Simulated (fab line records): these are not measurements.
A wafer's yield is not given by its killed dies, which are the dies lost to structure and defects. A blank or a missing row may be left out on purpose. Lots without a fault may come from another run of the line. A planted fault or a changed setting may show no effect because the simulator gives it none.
Which of the tools did it?	flow sky130	13 lots, 37 wafers sampled, at 4 steps of a route of 708

## WHAT EACH GAUGE READ, for each wafer
SKY_VIA4_RS_MEAS_19: uses a four-point probe to measure.
lot	measured	on	VIA4_W_RS (ohm/sq)
L919	day 42 18:02	filmMetro-01	0.228 0.229 0.229
L920	day 43 05:14	filmMetro-02	0.226 0.227 0.226
L927	day 45 06:07	filmMetro-04	0.232 0.232
L928	day 45 12:37	filmMetro-02	0.224 0.229
L931	day 46 07:25	filmMetro-04	0.219 0.225 0.222
L934	day 47 10:14	filmMetro-01	0.220 0.227 0.219
L935	day 47 10:32	filmMetro-02	0.228 0.228 0.232
L936	day 47 12:47	filmMetro-04	0.228 0.227 0.226
L937	day 47 15:20	filmMetro-02	0.231 0.221 0.230
L939	day 47 22:46	filmMetro-04	0.228 0.227 0.228
L940	day 48 00:25	filmMetro-01	0.228 0.230 0.229
L941	day 48 15:27	filmMetro-04	0.222 0.222 0.230
L942	day 48 18:43	filmMetro-04	0.221 0.218 0.225

SKY_METAL5_RS_MEAS_05: uses a four-point probe to measure.
lot	measured	on	METAL5_ALCU_RS (ohm/sq)
L919	day 42 18:41	filmMetro-04	0.02678 0.02676 0.02713
L920	day 43 07:22	filmMetro-03	0.02759 0.0274 0.02709
L927	day 45 06:50	filmMetro-04	0.02755 0.0272
L928	day 45 13:16	filmMetro-02	0.02689 0.02748
L931	day 46 08:20	filmMetro-04	0.02714 0.0271 0.02717
L934	day 47 10:52	filmMetro-04	0.02741 0.02747 0.02709
L935	day 47 11:10	filmMetro-02	0.0273 0.02759 0.02706
L936	day 47 13:26	filmMetro-03	0.02725 0.02712 0.02719
L937	day 47 16:13	filmMetro-04	0.02718 0.02708 0.02725
L939	day 47 23:39	filmMetro-03	0.02681 0.02697 0.02697
L940	day 48 01:26	filmMetro-04	0.02763 0.02723 0.02768
L941	day 48 16:06	filmMetro-03	0.02662 0.02736 0.02681
L942	day 48 19:23	filmMetro-03	0.02724 0.02735 0.02684

## TOOL THAT RAN EACH LOT (tool first, then ch and the chambers of the sampled wafers, then the start)
lot	SKY_SONOS_TUNNEL_IMPLANT_09	SKY_VIA4_CMP_21
L919	implanter-02 ch 0, day 11 10:11	cmp-01 ch 0,1,2, day 42 18:21
L920	implanter-04 ch 0, day 11 16:28	cmp-02 ch 0,1,2, day 43 06:57
L927	implanter-01 ch 0, day 14 08:38	cmp-01 ch 0,3, day 45 06:23
L928	implanter-01 ch 0, day 14 11:40	cmp-01 ch 0,1, day 45 12:45
L931	implanter-04 ch 0, day 15 16:07	cmp-02 ch 2,3, day 46 07:52
L934	implanter-02 ch 0, day 16 12:52	cmp-02 ch 1,2, day 47 10:25
L935	implanter-04 ch 0, day 16 23:14	cmp-01 ch 2,3, day 47 10:40
L936	implanter-02 ch 0, day 17 03:28	cmp-02 ch 0,2,3, day 47 12:56
L937	implanter-02 ch 0, day 17 07:34	cmp-02 ch 0,3, day 47 15:46
L939	implanter-04 ch 0, day 18 05:28	cmp-02 ch 1,2,3, day 47 23:18
L940	implanter-01 ch 0, day 18 05:32	cmp-02 ch 1,2, day 48 00:57
L941	implanter-02 ch 0, day 18 14:01	cmp-01 ch 0,1,3, day 48 15:41
L942	implanter-02 ch 0, day 19 00:43	cmp-02 ch 1,2,3, day 48 18:58
- SKY_SONOS_TUNNEL_IMPLANT_09
- SKY_VIA4_CMP_21: polishes, stops on SiO2, t overpolish 25 s, target thk 0 nm.

## AS READ BY THE TOOLS THEMSELVES (means over the sampled wafers that have a number; for cases with no such wafer, the mark the record gives instead)
SKY_SONOS_TUNNEL_IMPLANT_09.
lot	tool	faradayCurrentUA
L919	implanter-02	5.62
L920	implanter-04	5.63
L927	implanter-01	5.61
L928	implanter-01	5.67
L931	implanter-04	5.55
L934	implanter-02	5.67
L935	implanter-04	5.60
L936	implanter-02	5.65
L937	implanter-02	5.59
L939	implanter-04	5.71
L940	implanter-01	5.83
L941	implanter-02	5.68
L942	implanter-02	5.54

SKY_VIA4_CMP_21.
lot	tool	headPressurePsi (psi)	motorCurrentA (A)	overpolishRunS (s)	timeToEndpointS (s)
L919	cmp-01	3.493	11.1	24.997	116
L920	cmp-02	3.504	10.8	25.006	116
L927	cmp-01	3.493	10.0	24.993	130
L928	cmp-01	3.492	11.6	25.001	132
L931	cmp-02	3.494	12.0	24.996	123
L934	cmp-02	3.499	12.4	24.997	123
L935	cmp-01	3.498	10.4	25.003	122
L936	cmp-02	3.503	11.5	24.996	121
L937	cmp-02	3.500	11.3	24.997	125
L939	cmp-02	3.495	11.4	24.999	120
L940	cmp-02	3.507	11.1	24.997	118
L941	cmp-01	3.500	11.3	25.000	126
L942	cmp-02	3.498	11.6	25.000	122

## THE ANSWER, worked out from the rows above alone
Rule: the usual values come from the lots themselves. Put in order of their means at a reading, lots are off if they are a third of the lots or fewer, leave a main group of 4 or more, and stand apart from it by a gap of 3 or more times the standard deviation of the main group's means; of several such gaps the widest counts. If all means in a main group match to the digits the tables above print for the reading, that group is not used. Also off: a lot with no number at a reading for which 4 or more lots have one. The other lots that the step has rows for count as sound. First the gauges in route order, then the tools' own readings, where a lot's mean is used as printed above. At the first step where some lot is off, the reading lying furthest off is the one used; lots without a number count as furthest.
None of the lots is off at any reading shown; this tells nothing.

## WHAT THE SIMULATOR HAD PUT IN
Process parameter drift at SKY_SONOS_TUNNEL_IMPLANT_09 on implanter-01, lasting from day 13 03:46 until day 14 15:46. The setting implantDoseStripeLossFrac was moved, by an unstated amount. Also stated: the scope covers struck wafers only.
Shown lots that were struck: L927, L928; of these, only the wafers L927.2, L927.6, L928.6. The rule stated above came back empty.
